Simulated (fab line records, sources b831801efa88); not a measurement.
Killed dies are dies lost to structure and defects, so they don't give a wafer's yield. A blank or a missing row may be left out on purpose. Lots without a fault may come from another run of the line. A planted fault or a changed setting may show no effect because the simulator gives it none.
fab line records | flow sky130
record lots=12 wafers=36 last_day=50
route steps=708 shown METAL3@567 VIA3@576 METAL4@600
lots that met no fault: from a run of the same line without faults
start_h: hours from the record's first day to the start of the lot's first wafer shown | wait_h: hours since the lot's step before | " the same as in the row above | L1.1+2: a row that stands for several wafers | - no value, or no start given | * or withheld: withheld | < > ~ a bound
route shown NAME@n: a module of which the file shows steps, and the number in the route of the first | usual: mean/standard deviation of fault-free wafers | same: alike in all rows | chamber/n: place in a boat | sites: the reading at each site | _std_site: their standard deviation | _edge_site: outer sites' mean less inner sites' | radius_mm: how far each site lies from the wafer's centre | mask NAME#n: copy n | behind: the tool/chamber that last shaped the wafer | hold: why the lot was held/for how many hours/how that ended | device: the transistor (n, p or np) that didn't switch | end of line: the same wafers' tests at the end of the route | a step without rows: its recipe alone | killed: dies lost to structure and defects at the first sort, not the wafer's yield | map: a wafer's dies, x killed, . not, _ none there
set.NAME: the setting as run; set.NAME@STEP: as run at that earlier step | model.NAME: the simulator's own value behind a step, which no gauge read
steps of the route over a sample of lots; a table a step, a row a wafer
services: from which hour (start_h, from the record's first day; less than 0 if before it) a tool's chamber was out of use, for how many hours, and why
## steps
# step SKY_METAL3_ETCH_17
# recipe target=SiO2 stop_on=TiN chemistry=C4F8/O2/Ar source_w=1500 bias_w=1200 pressure_mtorr=40 c4f8_flow_sccm=withheld O2_flow_sccm=6 Ar_flow_sccm=300 time_s=3.9 target_depth_a=150
# usual oes_product_au=0.755/0.0072
# same time_s=3.9
# columns lot.wafer tool chamber start_h wait_h oes_product_au rf_hours_counter_h
L186.3 rie_diel-03 1 902.29 0.0 0.756 14
L186.4 " 2 " " 0.751 3
L186.5 " 3 " " 0.765 -
L188.1 rie_diel-03 1 915.52 0.1 0.765 15
L188.5 " 1 " " 0.765 -
L188.6 " 0 " " 0.773 -
L190.1 rie_diel-01 1 939.24 0.1 0.767 2
L190.4 " 2 " " 0.763 18
L190.5 " 0 " " 0.760 -
L191.1 rie_diel-02 0 941.45 0.1 0.744 9
L191.2 " 3 " " 0.740 28
L191.6 " 0 " " 0.755 -
L193.1 rie_diel-01 1 965.07 0.1 0.757 3
L193.3 " 3 " " 0.753 10
L193.5 " 2 " " 0.754 -
L194.3 rie_diel-01 0 974.64 0.0 0.756 0
L194.4 " 3 " " 0.768 10
L194.6 " 2 " " 0.758 -
L195.1 rie_diel-03 1 976.30 0.1 0.752 16
L195.2 " 2 " " 0.747 5
L195.3 " 3 " " 0.757 12
L197.1 rie_diel-01 2 990.34 0.1 0.753 20
L197.2 " 0 " " 0.751 1
L197.6 " 0 " " 0.757 -
L203.1 rie_diel-01 2 1035.01 0.1 0.754 21
L203.2 " 0 " " 0.743 2
L203.4 " 1 " " 0.738 5
L205.2 rie_diel-02 1 1039.44 0.1 0.749 25
L205.3 " 3 " " 0.747 30
L205.5 " 0 " " 0.761 -
L207.1 rie_diel-03 3 1056.54 0.1 0.748 14
L207.4 " 1 " " 0.742 18
L207.6 " 3 " " 0.745 -
L209.1 rie_diel-02 2 1062.54 0.2 0.755 25
L209.2 " 0 " " 0.744 13
L209.4 " 3 " " 0.755 -
# step SKY_VIA3_BOW_MEAS_03
# recipe mode=bow
# usual VIA3_BOW=80/7.9
# columns lot.wafer tool chamber start_h wait_h VIA3_BOW[um]
L186.3 film_metro-02 - 903.69 0.2 76
L186.4 " - " " 79
L186.5 " - " " 70
L188.1 film_metro-02 - 916.87 0.2 99
L188.5 " - " " 83
L188.6 " - " " 85
L190.1 film_metro-03 - 940.55 0.1 78
L190.4 " - " " 69
L190.5 " - " " 80
L191.1 film_metro-02 - 942.78 0.2 89
L191.2 " - " " 81
L191.6 " - " " 85
L193.1 film_metro-02 - 966.39 0.1 68
L193.3 " - " " 79
L193.5 " - " " 77
L194.3 film_metro-03 - 976.21 0.2 77
L194.4 " - " " 80
L194.6 " - " " 81
L195.1 film_metro-01 - 977.80 0.2 80
L195.2 " - " " 78
L195.3 " - " " 86
L197.1 film_metro-02 - 991.66 0.2 77
L197.2 " - " " 68
L197.6 " - " " 83
L203.1 film_metro-02 - 1036.44 0.1 73
L203.2 " - " " 86
L203.4 " - " " 80
L205.2 film_metro-02 - 1040.97 0.3 92
L205.3 " - " " 78
L205.5 " - " " 92
L207.1 film_metro-02 - 1057.88 0.1 79
L207.4 " - " " 75
L207.6 " - " " 76
L209.1 film_metro-03 - 1064.03 0.1 81
L209.2 " - " " 95
L209.4 " - " " 75
# step SKY_VIA3_CVD_21
# recipe material=W target_thk_nm=390 time_s=117.31 temp_c=400 pressure_torr=40
# usual chamber_pressure_Torr=40.00/0.081 heater_power_outer_w=567/74 heater_power_w=917/97
# same time_s=117.31
# columns lot.wafer tool chamber start_h wait_h chamber_pressure_Torr heater_power_outer_w heater_power_w
L186.3 cvd_w-01 0 929.52 0.1 40.02 439 749
L186.4 " 1 " " 39.87 601 958
L186.5 " 1 " " 39.96 611 969
L188.1 cvd_w-02 0 942.30 0.0 39.96 633 983
L188.5 " 0 " " 39.95 647 953
L188.6 " 1 " " 39.88 588 941
L190.1 cvd_w-02 1 966.53 0.0 39.92 561 914
L190.4 " 0 " " 39.93 639 1001
L190.5 " 0 " " 39.83 633 994
L191.1 cvd_w-02 0 968.82 0.0 40.00 645 993
L191.2 " 1 " " 40.03 574 927
L191.6 " 1 " " 39.97 577 924
L193.1 cvd_w-02 0 992.17 0.0 40.06 633 980
L193.3 " 1 " " 39.99 593 947
L193.5 " 0 " " 40.02 620 1005
L194.3 cvd_w-01 1 1000.81 0.1 39.97 611 978
L194.4 " 0 " " 40.09 451 761
L194.6 " 0 " " 40.10 443 754
L195.1 cvd_w-02 1 1003.13 0.0 40.06 566 942
L195.2 " 0 " " 39.98 634 1004
L195.3 " 0 " " 40.07 631 983
L197.1 cvd_w-02 1 1015.54 0.0 39.91 586 930
L197.2 " 0 " " 39.99 625 993
L197.6 " 0 " " 40.13 634 982
L203.1 cvd_w-02 0 1058.37 0.0 40.06 646 998
L203.2 " 1 " " 40.08 574 979
L203.4 " 1 " " 40.06 578 959
L205.2 cvd_w-01 1 1064.15 0.0 40.05 617 982
L205.3 " 0 " " 39.92 448 763
L205.5 " 0 " " 40.00 444 746
L207.1 cvd_w-01 0 1079.80 0.0 39.99 447 786
L207.4 " 1 " " 39.95 617 981
L207.6 " 1 " " 40.07 608 994
L209.1 cvd_w-01 0 1085.61 0.0 39.88 447 750
L209.2 " 1 " " 40.08 618 1002
L209.4 " 1 " " 39.97 619 996
# step SKY_METAL4_SPUTTER_02
# recipe material=AlCu target_thk_nm=735 power_w=10600 time_s=39.1 chamber_pressure_pa=0.4
# usual chamber_pressure_pa=0.4001/0.00084 throttle_valve_pct=30.2/1.3
# same time_s=39.1
# columns lot.wafer tool chamber start_h wait_h chamber_pressure_pa throttle_valve_pct
L186.3 pvd_sputter-04 - 930.13 0.0 0.4001 28.9
L186.4 " - " " 0.3991 29.3
L186.5 " - " " 0.4003 28.9
L188.1 pvd_sputter-03 - 942.95 0.0 0.4001 29.9
L188.5 " - " " 0.3998 29.8
L188.6 " - " " 0.4020 30.2
L190.1 pvd_sputter-02 - 967.18 0.0 0.4003 31.7
L190.4 " - " " 0.4018 30.5
L190.5 " - " " 0.3986 28.9
L191.1 pvd_sputter-03 - 969.47 0.0 0.3995 31.1
L191.2 " - " " 0.4002 29.7
L191.6 " - " " 0.4001 31.2
L193.1 pvd_sputter-02 - 992.82 0.0 0.3990 30.5
L193.3 " - " " 0.4006 31.3
L193.5 " - " " 0.4015 31.4
L194.3 pvd_sputter-03 - 1001.42 0.0 0.4005 29.5
L194.4 " - " " 0.4013 29.5
L194.6 " - " " 0.4006 29.7
L195.1 pvd_sputter-02 - 1003.78 0.0 0.4009 31.6
L195.2 " - " " 0.3997 31.4
L195.3 " - " " 0.3991 29.1
L197.1 pvd_sputter-02 - 1016.19 0.0 0.4003 31.2
L197.2 " - " " 0.3991 29.0
L197.6 " - " " 0.4012 31.6
L203.1 pvd_sputter-03 - 1059.02 0.0 0.4001 29.6
L203.2 " - " " 0.3999 29.8
L203.4 " - " " 0.3989 30.3
L205.2 pvd_sputter-02 - 1064.96 0.0 0.4155 29.4
L205.3 " - " " 0.4172 28.5
L205.5 " - " " 0.4172 30.6
L207.1 pvd_sputter-02 - 1080.45 0.0 0.4170 30.7
L207.4 " - " " 0.4168 30.8
L207.6 " - " " 0.4187 30.6
L209.1 pvd_sputter-03 - 1086.26 0.0 0.3993 29.9
L209.2 " - " " 0.4010 31.1
L209.4 " - " " 0.4008 30.2
## services
# columns tool chamber start_h hours kind
pvd_sputter-04 - 884.93 7.9 repair
pvd_sputter-04 - 893.58 7.7 repair
pvd_sputter-03 - 901.64 2.2 repair
pvd_sputter-02 - 902.18 57.1 repair
cvd_w-01 - 904.06 14.0 pm
rie_diel-03 1 932.65 6.0 repair
rie_diel-03 2 933.98 1.2 repair
pvd_sputter-04 - 935.92 1.0 repair
pvd_sputter-02 - 949.78 5.9 repair
rie_diel-02 3 957.85 8.0 repair
pvd_sputter-03 - 961.68 3.2 repair
rie_diel-03 0 974.73 5.9 repair
rie_diel-02 - 976.95 2.6 repair
cvd_w-02 - 981.39 2.8 pm
rie_diel-02 2 990.90 2.8 repair
pvd_sputter-03 - 996.32 3.9 repair
rie_diel-02 - 1004.23 1.1 repair
cvd_w-01 - 1005.71 6.9 pm
rie_diel-02 3 1016.16 10.6 repair
pvd_sputter-03 - 1021.40 2.0 repair
rie_diel-01 - 1021.75 2.8 pm
rie_diel-03 3 1044.54 8.5 repair
rie_diel-01 2 1049.82 7.2 repair
rie_diel-02 1 1057.85 10.4 repair
## key
first_sign step=SKY_METAL4_SPUTTER_02 reading=chamber_pressure_pa direction=up sigmas=20 usual=0.4001 struck=0.4171
effect none on later readings
met_at SKY_METAL4_SPUTTER_02
struck_lots L205,L207
not_acting_at SKY_METAL3_ETCH_17,SKY_VIA3_BOW_MEAS_03,SKY_VIA3_CVD_21
onset_between 1016.19 1064.96
fault kind=process_parameter_drift tool=pvd_sputter-02 chamber=- onset_h=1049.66 steps=SKY_METAL4_SPUTTER_02 channel=chamber_pressure_pa offset=0.017338 shape=step end_h=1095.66 acts_in=these_recipes_only stated=0.4
